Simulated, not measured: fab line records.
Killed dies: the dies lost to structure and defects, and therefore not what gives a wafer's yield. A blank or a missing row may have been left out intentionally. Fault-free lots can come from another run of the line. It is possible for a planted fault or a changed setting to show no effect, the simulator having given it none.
Problem report, 8D (eight disciplines) form, completed by code + flow gf180mcu + the parts of the form that need people (team, actions taken, sign-off) are left out

1. THE PROBLEM
timeToEndpointS at GF_V1_CMP_04 reads a mean of 108 s on 1 wafer of 1 lot; wafers without a fault read 83 s with a standard deviation of 5.1. Relative to the usual mean, that is a shift of +4.9 standard deviations.
The step: polishes SiO2.
First seen on wafer L544.5, day 22 05:49, on cmp-02. The record has a number at this step for 36 wafers belonging to 12 lots. The rule behind "out" and "out of limits": a value lying over 4 standard deviations away from the usual mean. The other wafers with a number count as sound.

2. WHAT THIS IS AND IS NOT
| question                    | is                | is not                                                                       |
|-----------------------------|-------------------|------------------------------------------------------------------------------|
| which readings at this step | timeToEndpointS   | motorCurrentA, retainingRingPressureFrac, slurryFilterDpKPa, slurryFlowMlMin |
| which lots                  | L544              | L532, L533, L534, L535, L536, L537, L539, L540, L541, L554, L555             |
| which wafers of those lots  | L544.5            | L544.2, L544.4                                                               |
| read on which tools         | cmp-02            | cmp-01                                                                       |
| when                        | from day 22 05:49 | up to then (29 sound wafers); but 6 sound wafers of L554, L555 came after    |

3. THE SUSPECTS, EACH WITH WHAT RULES IT OUT
Counting: a tool at a process step up to the reading stays a suspect if it ran every lot that is out. Sound lots after the first of them don't rule it out here, since some wafers of a struck lot are sound.
- pvdSputter-04 at GF_M1_SPUTTER_01 (material TiN, target thk 30 nm, time 25 s): kept. The lot that is out, L544, ran on it at day 21 04:17; the last sound lot it ran before that was L534, at day 17 19:27.
- pvdSputter-04 at GF_M1_SPUTTER_02 (material AlCu, target thk 450 nm, time 23.9 s): kept. The lot that is out, L544, ran on it at day 21 04:19; the last sound lot it ran before that was L534, at day 17 19:29.
- cmp-02 at GF_V1_CMP_04 (polishes SiO2): kept. The lot that is out, L544, ran on it at day 22 05:49; the last sound lot it ran before that was L541, at day 21 02:02. Its own readings are out on those wafers: timeToEndpointS.
- cmp-02, GF_V1_CMP_04: wafers that are out in chamber 3, sound lot-mates in chambers 0, 2.
pvdSputter-04 at GF_M1_SPUTTER_01, pvdSputter-04 at GF_M1_SPUTTER_02 and cmp-02 at GF_V1_CMP_04 are what is left after counting.

4. THE CAUSE (what the simulator had put in)
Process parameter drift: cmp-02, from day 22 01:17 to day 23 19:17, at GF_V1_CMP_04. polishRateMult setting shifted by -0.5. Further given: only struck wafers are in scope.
This tool is one of the 3 suspects left after counting.

5. SEQUENCE OF EFFECTS, ordered by route
Each row: a reading where the mean over the struck wafers with a number is more than 3 standard deviations away from the usual. Only readings whose record carries a usual standard deviation are examined. hours: median over the lots of the time between each lot's start at the first step of this table that gives one and its start at this step. sigmas: the change, counted in usual standard deviations.
| hours | step          | reading         | usual      | on struck wafers | change | sigmas |
|-------|---------------|-----------------|------------|------------------|--------|--------|
| 0     | GF_V1_CMP_04  | timeToEndpointS | 83 s       | 108              | +25    | +4.9   |
| -     | GF_V1_ETCH_17 | oesProductAu    | 0.856 a.u. | 0.919            | +0.063 | +13    |
The process steps in it:
- GF_V1_CMP_04: polishes SiO2.
- GF_V1_ETCH_17: etches SiO2 in C4F8/O2/Ar, stops on TiN, target depth 630 nm.

6. HOW IT WOULD HAVE BEEN CAUGHT EARLIER
5 hours passed between the start of the fault at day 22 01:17 and the first reading out of limits in this record, taken at day 22 05:49.
